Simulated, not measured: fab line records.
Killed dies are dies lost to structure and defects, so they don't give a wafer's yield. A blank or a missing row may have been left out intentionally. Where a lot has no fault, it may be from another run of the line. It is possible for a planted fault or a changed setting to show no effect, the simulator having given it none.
The tool behind it: which one? :: flow sky130 :: Sampling: 14 lots, 42 wafers, 5 of 708 route steps

WHAT EACH GAUGE READ, for each wafer
SKY_LOCAL_INTERCONNECT_CD_MEAS_11 targets a cd of 170 nm. Usual: cd nm at 169.8 nm, with a standard deviation of 1.6.
lot: L440
measured: day 30 07:16
on: cd sem-01
cd nm (nm): 172.6 171.4 170.8
flag: 

lot: L442
measured: day 31 01:23
on: cd sem-02
cd nm (nm): 165.8 166.3 168.3
flag: 

lot: L443
measured: day 31 02:08
on: cd sem-01
cd nm (nm): 171.1 170.5 170.2
flag: 

lot: L444
measured: day 31 13:46
on: cd sem-01
cd nm (nm): 169.3 170.0 170.7
flag: 

lot: L450
measured: day 34 01:28
on: cd sem-02
cd nm (nm): 171.0 168.5 170.2
flag: 

lot: L452
measured: day 34 06:14
on: cd sem-01
cd nm (nm): 170.4 171.5 171.7
flag: 

lot: L453
measured: day 34 15:01
on: cd sem-01
cd nm (nm): 169.4 168.5 169.9
flag: 

lot: L454
measured: day 35 00:28
on: cd sem-02
cd nm (nm): 169.2 170.7 169.4
flag: 

lot: L455
measured: day 35 11:17
on: cd sem-01
cd nm (nm): 171.3 169.8 170.7
flag: 

lot: L456
measured: day 35 11:58
on: cd sem-02
cd nm (nm): 169.1 169.5 167.6
flag: 

lot: L457
measured: day 35 23:04
on: cd sem-01
cd nm (nm): 168.5 169.2 169.9
flag: 

lot: L459
measured: day 36 05:28
on: cd sem-02
cd nm (nm): 167.8 167.4 166.8
flag: 

lot: L460
measured: day 36 10:36
on: cd sem-01
cd nm (nm): 169.0 169.5 168.5
flag: 

lot: L463
measured: day 37 07:56
on: cd sem-02
cd nm (nm): 170.0 168.9 169.3
flag: 

SKY_CONTACT_THK_MEAS_01. Usual: for CONTACT_CVD_00_THK the level is 74.9 nm and the standard deviation is 1.2.
lot: L440
measured: day 30 08:11
on: film metro-01
CONTACT_CVD_00_THK (nm): 75.1 74.0 75.5
flag: 

lot: L442
measured: day 31 02:17
on: film metro-01
CONTACT_CVD_00_THK (nm): 73.8 75.4 75.5
flag: 

lot: L443
measured: day 31 03:08
on: film metro-01
CONTACT_CVD_00_THK (nm): 74.9 76.6 76.2
flag: 

lot: L444
measured: day 31 14:50
on: film metro-01
CONTACT_CVD_00_THK (nm): 73.9 75.7 74.8
flag: 

lot: L450
measured: day 34 02:30
on: film metro-04
CONTACT_CVD_00_THK (nm): 76.6 75.5 75.2
flag: 

lot: L452
measured: day 34 07:10
on: film metro-04
CONTACT_CVD_00_THK (nm): 73.7 73.2 74.8
flag: 

lot: L453
measured: day 34 16:01
on: film metro-02
CONTACT_CVD_00_THK (nm): 74.8 72.9 75.0
flag: 

lot: L454
measured: day 35 01:34
on: film metro-01
CONTACT_CVD_00_THK (nm): 74.4 74.9 77.6
flag: 

lot: L455
measured: day 35 12:13
on: film metro-02
CONTACT_CVD_00_THK (nm): 73.7 74.4 75.5
flag: 

lot: L456
measured: day 35 12:50
on: film metro-01
CONTACT_CVD_00_THK (nm): 75.0 74.7 75.2
flag: 

lot: L457
measured: day 35 23:59
on: film metro-04
CONTACT_CVD_00_THK (nm): 75.3 75.0 76.6
flag: 

lot: L459
measured: day 36 06:23
on: film metro-04
CONTACT_CVD_00_THK (nm): 74.8 74.5 74.8
flag: 

lot: L460
measured: day 36 11:32
on: film metro-02
CONTACT_CVD_00_THK (nm): 75.5 73.4 76.9
flag: 

lot: L463
measured: day 37 08:50
on: film metro-01
CONTACT_CVD_00_THK (nm): 73.7 74.1 72.2
flag: 

SKY_CONTACT_THK_MEAS_03. Usual: for CONTACT_HDPCVD_THK the level is 566 nm and the standard deviation is 5.2.
lot: L440
measured: day 30 08:18
on: film metro-04
CONTACT_HDPCVD_THK (nm): 568 565 565
flag: 

lot: L442
measured: day 31 02:25
on: film metro-04
CONTACT_HDPCVD_THK (nm): 560 567 566
flag: 

lot: L443
measured: day 31 03:16
on: film metro-04
CONTACT_HDPCVD_THK (nm): 564 444 565
flag: OFF

lot: L444
measured: day 31 14:58
on: film metro-04
CONTACT_HDPCVD_THK (nm): 443 570 447
flag: OFF

lot: L450
measured: day 34 02:38
on: film metro-02
CONTACT_HDPCVD_THK (nm): 564 563 569
flag: 

lot: L452
measured: day 34 07:17
on: film metro-01
CONTACT_HDPCVD_THK (nm): 563 565 557
flag: 

lot: L453
measured: day 34 16:09
on: film metro-04
CONTACT_HDPCVD_THK (nm): 552 566 566
flag: 

lot: L454
measured: day 35 01:41
on: film metro-01
CONTACT_HDPCVD_THK (nm): 565 571 568
flag: 

lot: L455
measured: day 35 12:21
on: film metro-04
CONTACT_HDPCVD_THK (nm): 568 569 567
flag: 

lot: L456
measured: day 35 12:58
on: film metro-02
CONTACT_HDPCVD_THK (nm): 571 565 566
flag: 

lot: L457
measured: day 36 00:07
on: film metro-01
CONTACT_HDPCVD_THK (nm): 570 567 570
flag: 

lot: L459
measured: day 36 06:31
on: film metro-01
CONTACT_HDPCVD_THK (nm): 560 572 571
flag: 

lot: L460
measured: day 36 11:40
on: film metro-01
CONTACT_HDPCVD_THK (nm): 570 575 576
flag: 

lot: L463
measured: day 37 08:58
on: film metro-02
CONTACT_HDPCVD_THK (nm): 568 565 561
flag: 

TOOL THAT RAN EACH LOT (tool first, then ch and the chambers of the sampled wafers, then the start)
lot: L440
SKY_LOCAL_INTERCONNECT_METAL_ETCH_14: rie metal-02 ch 0,1, day 30 07:29
SKY_CONTACT_HDPCVD_02: hdpcvd-01 ch 0,1, day 30 08:14

lot: L442
SKY_LOCAL_INTERCONNECT_METAL_ETCH_14: rie metal-02 ch 0,1, day 31 01:35
SKY_CONTACT_HDPCVD_02: hdpcvd-02 ch 0,1, day 31 02:20

lot: L443
SKY_LOCAL_INTERCONNECT_METAL_ETCH_14: rie metal-01 ch 0, day 31 02:25
SKY_CONTACT_HDPCVD_02: hdpcvd-02 ch 0,1,2, day 31 03:12

lot: L444
SKY_LOCAL_INTERCONNECT_METAL_ETCH_14: rie metal-03 ch 0, day 31 14:04
SKY_CONTACT_HDPCVD_02: hdpcvd-02 ch 0,1, day 31 14:54

lot: L450
SKY_LOCAL_INTERCONNECT_METAL_ETCH_14: rie metal-03 ch 0, day 34 01:45
SKY_CONTACT_HDPCVD_02: hdpcvd-01 ch 0,1, day 34 02:34

lot: L452
SKY_LOCAL_INTERCONNECT_METAL_ETCH_14: rie metal-02 ch 0,1, day 34 06:26
SKY_CONTACT_HDPCVD_02: hdpcvd-01 ch 0,2, day 34 07:13

lot: L453
SKY_LOCAL_INTERCONNECT_METAL_ETCH_14: rie metal-03 ch 0, day 34 15:18
SKY_CONTACT_HDPCVD_02: hdpcvd-01 ch 0,1,2, day 34 16:05

lot: L454
SKY_LOCAL_INTERCONNECT_METAL_ETCH_14: rie metal-03 ch 0, day 35 00:45
SKY_CONTACT_HDPCVD_02: hdpcvd-02 ch 1,2, day 35 01:37

lot: L455
SKY_LOCAL_INTERCONNECT_METAL_ETCH_14: rie metal-02 ch 0,1, day 35 11:30
SKY_CONTACT_HDPCVD_02: hdpcvd-02 ch 0,1,2, day 35 12:17

lot: L456
SKY_LOCAL_INTERCONNECT_METAL_ETCH_14: rie metal-01 ch 0,1, day 35 12:09
SKY_CONTACT_HDPCVD_02: hdpcvd-01 ch 0,2, day 35 12:52

lot: L457
SKY_LOCAL_INTERCONNECT_METAL_ETCH_14: rie metal-01 ch 0,1, day 35 23:17
SKY_CONTACT_HDPCVD_02: hdpcvd-02 ch 1,2, day 36 00:02

lot: L459
SKY_LOCAL_INTERCONNECT_METAL_ETCH_14: rie metal-03 ch 0,1, day 36 05:41
SKY_CONTACT_HDPCVD_02: hdpcvd-01 ch 0,2, day 36 06:26

lot: L460
SKY_LOCAL_INTERCONNECT_METAL_ETCH_14: rie metal-01 ch 0,1, day 36 10:49
SKY_CONTACT_HDPCVD_02: hdpcvd-02 ch 0,1,2, day 36 11:35

lot: L463
SKY_LOCAL_INTERCONNECT_METAL_ETCH_14: rie metal-01 ch 0,1, day 37 08:08
SKY_CONTACT_HDPCVD_02: hdpcvd-01 ch 0,1,2, day 37 08:53
- SKY_LOCAL_INTERCONNECT_METAL_ETCH_14: etches TiN in Cl2/BCl3, stops on PSG, target depth 110 nm, time 31.4 s.
- SKY_CONTACT_HDPCVD_02: deposits SiO2, target thk 565 nm, time 94.2 s.

WHAT THE TOOLS THEMSELVES READ (means of the sampled wafers that have a number; where no wafer has one, the mark that the record gives instead)
SKY_LOCAL_INTERCONNECT_METAL_ETCH_14. Usual: drypump motor current A 6.14 A, standard deviation 0.22; oes product au 0.942 a.u., standard deviation 0.0077; throttle valve pct 21.900 %, standard deviation 0.011.
lot: L440
tool: rie metal-02
drypump motor current A (A): 6.22
oes product au (a.u.): 0.949
throttle valve pct (%): 21.885
flag: 

lot: L442
tool: rie metal-02
drypump motor current A (A): 6.24
oes product au (a.u.): 0.941
throttle valve pct (%): 21.901
flag: 

lot: L443
tool: rie metal-01
drypump motor current A (A): 6.25
oes product au (a.u.): 0.944
throttle valve pct (%): 21.905
flag: 

lot: L444
tool: rie metal-03
drypump motor current A (A): 5.98
oes product au (a.u.): 0.942
throttle valve pct (%): 21.888
flag: 

lot: L450
tool: rie metal-03
drypump motor current A (A): 5.98
oes product au (a.u.): 0.933
throttle valve pct (%): 21.907
flag: 

lot: L452
tool: rie metal-02
drypump motor current A (A): 6.22
oes product au (a.u.): 0.946
throttle valve pct (%): 21.904
flag: 

lot: L453
tool: rie metal-03
drypump motor current A (A): 5.98
oes product au (a.u.): 0.941
throttle valve pct (%): 21.894
flag: 

lot: L454
tool: rie metal-03
drypump motor current A (A): 5.98
oes product au (a.u.): 0.949
throttle valve pct (%): 21.888
flag: 

lot: L455
tool: rie metal-02
drypump motor current A (A): 6.41
oes product au (a.u.): 0.945
throttle valve pct (%): 21.894
flag: 

lot: L456
tool: rie metal-01
drypump motor current A (A): 6.14
oes product au (a.u.): 0.933
throttle valve pct (%): 21.905
flag: 

lot: L457
tool: rie metal-01
drypump motor current A (A): 6.20
oes product au (a.u.): 0.946
throttle valve pct (%): 21.897
flag: 

lot: L459
tool: rie metal-03
drypump motor current A (A): 5.75
oes product au (a.u.): 0.941
throttle valve pct (%): 21.901
flag: 

lot: L460
tool: rie metal-01
drypump motor current A (A): 6.19
oes product au (a.u.): 0.941
throttle valve pct (%): 21.896
flag: 

lot: L463
tool: rie metal-01
drypump motor current A (A): 6.12
oes product au (a.u.): 0.946
throttle valve pct (%): 21.895
flag: 

SKY_CONTACT_HDPCVD_02. Usual: sih4 flow sccm at 59.98 sccm, with a standard deviation of 0.18.
lot: L440
tool: hdpcvd-01
sih4 flow sccm (sccm): 59.92
flag: 

lot: L442
tool: hdpcvd-02
sih4 flow sccm (sccm): 60.13
flag: 

lot: L443
tool: hdpcvd-02
sih4 flow sccm (sccm): 55.93
flag: OFF

lot: L444
tool: hdpcvd-02
sih4 flow sccm (sccm): 52.15
flag: OFF

lot: L450
tool: hdpcvd-01
sih4 flow sccm (sccm): 60.14
flag: 

lot: L452
tool: hdpcvd-01
sih4 flow sccm (sccm): 59.93
flag: 

lot: L453
tool: hdpcvd-01
sih4 flow sccm (sccm): 60.04
flag: 

lot: L454
tool: hdpcvd-02
sih4 flow sccm (sccm): 59.96
flag: 

lot: L455
tool: hdpcvd-02
sih4 flow sccm (sccm): 59.81
flag: 

lot: L456
tool: hdpcvd-01
sih4 flow sccm (sccm): 59.91
flag: 

lot: L457
tool: hdpcvd-02
sih4 flow sccm (sccm): 59.93
flag: 

lot: L459
tool: hdpcvd-01
sih4 flow sccm (sccm): 60.01
flag: 

lot: L460
tool: hdpcvd-02
sih4 flow sccm (sccm): 60.04
flag: 

lot: L463
tool: hdpcvd-01
sih4 flow sccm (sccm): 59.95
flag: 

THE ANSWER, worked out from the rows above alone
Rule: a lot counts as off when the mean over its wafers that have a number is more than 3 standard deviations away from the usual mean. Also off: a lot with no number at a reading for which 4 or more lots have one. The other lots that the step has rows for count as sound. Order of review: gauges by route order, followed by the tools' own readings, for which a lot's mean as printed above is used. The first step at which some lot is off is used, and at that step the reading that is off furthest; a lot without a number counts as furthest.
Off: L443, L444, seen at SKY_CONTACT_THK_MEAS_03 (CONTACT_HDPCVD_THK).
A tool fits if, at a process step before that reading, it ran every lot that is off, and no sound lot after the first of them. The gauges at SKY_CONTACT_THK_MEAS_03 aren't tried: what is off there is off at SKY_CONTACT_HDPCVD_02 too, on other tools, and a gauge's error can't cause that. None of those tried fits.

WHAT THE SIMULATOR HAD PUT IN
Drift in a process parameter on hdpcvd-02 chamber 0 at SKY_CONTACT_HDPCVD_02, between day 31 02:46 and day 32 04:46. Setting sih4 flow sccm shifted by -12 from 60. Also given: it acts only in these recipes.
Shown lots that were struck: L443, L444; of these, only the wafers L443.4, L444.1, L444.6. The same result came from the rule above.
